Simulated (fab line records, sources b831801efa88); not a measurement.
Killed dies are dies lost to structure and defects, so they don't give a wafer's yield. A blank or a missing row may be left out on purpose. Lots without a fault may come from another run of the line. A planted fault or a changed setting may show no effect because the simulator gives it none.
Which tool did it? | flow sky130 | 7 lots, 21 wafers sampled, at 2 steps of a route of 708

WHAT THE GAUGES READ, wafer by wafer
SKY_SD_N_RS_MEAS_18: measures by four-point-probe.
lot  | measured     | on            | RES_XHIGH_RS (ohm/sq)
L102 | day 28 18:51 | film_metro-02 | 332.3 332.3 333.0
L106 | day 30 03:41 | film_metro-04 | 330.6 331.6 331.7
L109 | day 31 05:00 | film_metro-02 | 331.5 332.3 332.2
L111 | day 32 00:10 | film_metro-02 | 423.6 427.3 427.4
L113 | day 32 07:51 | film_metro-03 | 428.6 430.2 428.5
L121 | day 35 01:59 | film_metro-03 | 335.2 333.8 334.5
L123 | day 35 12:08 | film_metro-04 | 335.1 335.0 333.8

WHICH TOOL RAN EACH LOT (tool, then ch and the chambers of the sampled wafers, then the start)
lot  | SKY_RES_XHIGH_IMPLANT_07
L102 | implanter-03 ch 0, day 27 13:40
L106 | implanter-01 ch 0, day 28 22:02
L109 | implanter-02 ch 0, day 30 00:04
L111 | implanter-02 ch 0, day 30 18:59
L113 | implanter-02 ch 0, day 31 03:23
L121 | implanter-01 ch 0, day 33 22:27
L123 | implanter-03 ch 0, day 34 08:40
- SKY_RES_XHIGH_IMPLANT_07

THE ANSWER, worked out from the rows above alone
Rule: what is usual is taken from the lots themselves. Put in order of their means at a reading, lots are off if they are a third of the lots or fewer, leave a main group of 4 or more, and stand apart from it by a gap of 3 or more times the standard deviation of the main group's means; of several such gaps the widest counts. A main group whose means are all the same, to the digits that the tables above print for the reading, isn't used. A lot without any number at a reading at which 4 lots or more have one is off too. The other lots that the step has rows for count as sound.
Off: L111, L113, at SKY_SD_N_RS_MEAS_18 (RES_XHIGH_RS). The main group: mean 333.0 ohm/sq, standard deviation 1.3.
A tool fits if, at a process step before that reading, it ran every lot that is off, and no sound lot after the first of them. The gauges at SKY_SD_N_RS_MEAS_18 are tried like those tools. One fits: implanter-02 at SKY_RES_XHIGH_IMPLANT_07. Its last sound lot is L109 (day 30 00:04), its first lot that is off L111 (day 30 18:59): a fault that began between those two fits.

WHAT THE SIMULATOR HAD PUT IN
Process parameter drift: implanter-02, from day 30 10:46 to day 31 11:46, at SKY_RES_XHIGH_IMPLANT_07. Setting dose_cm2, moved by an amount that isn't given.
Lots struck among those shown: L111, L113. The rule above found the same.
